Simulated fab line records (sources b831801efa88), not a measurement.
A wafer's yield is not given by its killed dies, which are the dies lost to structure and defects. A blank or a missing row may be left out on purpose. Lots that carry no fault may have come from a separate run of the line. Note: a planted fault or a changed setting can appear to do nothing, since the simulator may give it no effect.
A lot that was struck, set against a sound lot | flow gf180mcu | 16 out of 602 route steps
Sound: these wafers, L542.2, L542.4, L542.6. Struck: wafer L551.2 (L551.4, L551.6, from the same lot, were not struck and are left out); the cause is given at the end.
Per side, at each step with rows, come the tool, then ch with its chambers, and then its first start. Under that, the readings that differ: sound wafers | struck wafers | difference of the means | sigmas: that difference in standard deviations of wafers without a fault.
alike: readings with means less than 2 such deviations apart, plus words and numbers identical on both sides. not compared: withheld readings, readings lacking a value on some wafer, bounds such as >300 that could conceal the same value, and numbers that have no deviation in the record and whose values overlap.
The two part at a step that has a row with sigmas, a row that says differs or no value, or rows on one side only. Numbers that don't overlap but have no deviation are shown without sigmas and don't part them. A reading that every wafer of one side lacks parts them only if that side has two wafers or more.

GF_STI_THK_MEAS_02:
  struck on film metro-04, day 5 15:58; sound on film metro-02, day 3 18:31
  alike: STI_OXIDATION_THK
then, 1 step without rows for these wafers: GF_STI_CVD_03 (deposits Si3N4 from DCS/NH3, target thk 207.16 nm, time 3551 s).
GF_STI_THK_MEAS_04:
  struck on film metro-03, day 5 18:00; sound on film metro-03, day 3 20:34
  alike: STI_CVD_03_THK
then, 7 steps without rows for these wafers: GF_STI_DEHYDRATE_05 (time 60 s); GF_STI_HMDS_06 (prime time 60 s); GF_STI_COAT_07 (resist thk 700 nm); GF_STI_SOFTBAKE_08 (time 60 s); GF_STI_EXPOSE_09 (exposes mask COMP, target cd 220 nm); GF_STI_PEB_10 (peb time 90 s); GF_STI_DEVELOP_11 (develop time 60 s).
GF_STI_CD_MEAS_12 targets a cd of 220 nm.
  struck on cd sem-02, day 6 08:56; sound on cd sem-02, day 4 09:55
  alike: cd nm
GF_STI_ETCH_13: etches the open film in CHF3/O2, stops on Si, target depth 282.31 nm, time 112.9 s.
  sound on rie diel-02 ch 1,3, day 4 10:01; struck on rie diel-01 ch 0, day 6 09:02
  reading               | sound             | struck | difference | sigmas
  oes product au (a.u.) | 0.831 0.835 0.828 | 0.848  | +0.017     | +3
  alike: chf3 flow sccm, drypump motor current A, run length s, throttle valve pct
  not compared: rf hours counter h
GF_STI_ETCH_14: etches Si in HBr/Cl2/O2, target depth 360 nm, time 102.9 s.
  sound on rie si-02 ch 1,3, day 4 10:05; struck on rie si-02 ch 3, day 6 09:07
  reading                              | sound             | struck | difference | sigmas
  run length s (s)                     | 131.1 131.0 131.1 | 84.4   | -46.7      | -99 or more
  model.etch.depth nm (nm)             | 360.1 358.3 357.5 | 195    | -164       |
  model.STI.feature depth nm (nm)      | 360.1 358.3 357.5 | 195    | -164       |
  model.KrF_of_STI_COAT_07.thk nm (nm) | 322.4 327.5 320.8 | 374.8  | +51.2      |
  alike: drypump motor current A, oes product au, throttle valve pct
  not compared: rf hours counter h
GF_STI_STRIP_15: strips in O2/N2.
  sound on plasma asher-01 ch 0,1, day 4 10:10; struck on plasma asher-01 ch 0, day 6 09:11
  reading                      | sound             | struck | difference | sigmas
  oes product au (a.u.)        | 0.388 0.381 0.385 | 0.411  | +0.026     | +6
  strip time to endpoint s (s) | 3.73 3.80 3.74    | 4.30   | +0.54      | +16
  alike: drypump motor current A, heater power w, o2 flow sccm, platen temp c
  not compared: rf hours counter h
then, 1 step without rows for these wafers: GF_STI_CLEAN_16 (cleans in dHF, time 25 s).
-- the record jumps here: 28 days lie between the struck wafers' starts before and after (it left off in module STI and takes up again in module PASSIVATION, whose first step shown is number 602 of the route) --
GF_PASSIVATION_PROBE_99:
  struck on prober-01, day 34 11:03; sound on prober-01, day 32 06:01
  reading                                 | sound                      | struck | difference | sigmas
  model.etest.pwell in dnwell.line ohm um | 4082 4127 4152             | 2933   | -1187      |
  model.etest.ldpmos_10p0.r on ohm um     | 1.11e+04 1.1e+04 1.106e+04 | 9978   | -1075      |
  model.etest.pwell in dnwell.rs ohm sq   | 2479 2485 2463             | 1770   | -706       |
  model.etest.ldnmos_10p0.r on ohm um     | 3716 3739 3741             | 3076   | -656       |
  model.etest.p drift.rs ohm sq           | 2619 2614 2585             | 1848   | -758       |
  model.etest.n drift.rs ohm sq           | 1198 1204 1191             | 835.7  | -362.0     |
  model.etest.nwell.line ohm um           | 1136 1144 1137             | 880.2  | -258.8     |
  model.etest.nwell.rs ohm sq             | 975.2 979 982.2            | 755.1  | -223.7     |

## WHERE THEY PART
At GF_STI_ETCH_13 first; at GF_STI_STRIP_15 last (within this record only).

WHY: what the simulator had put in
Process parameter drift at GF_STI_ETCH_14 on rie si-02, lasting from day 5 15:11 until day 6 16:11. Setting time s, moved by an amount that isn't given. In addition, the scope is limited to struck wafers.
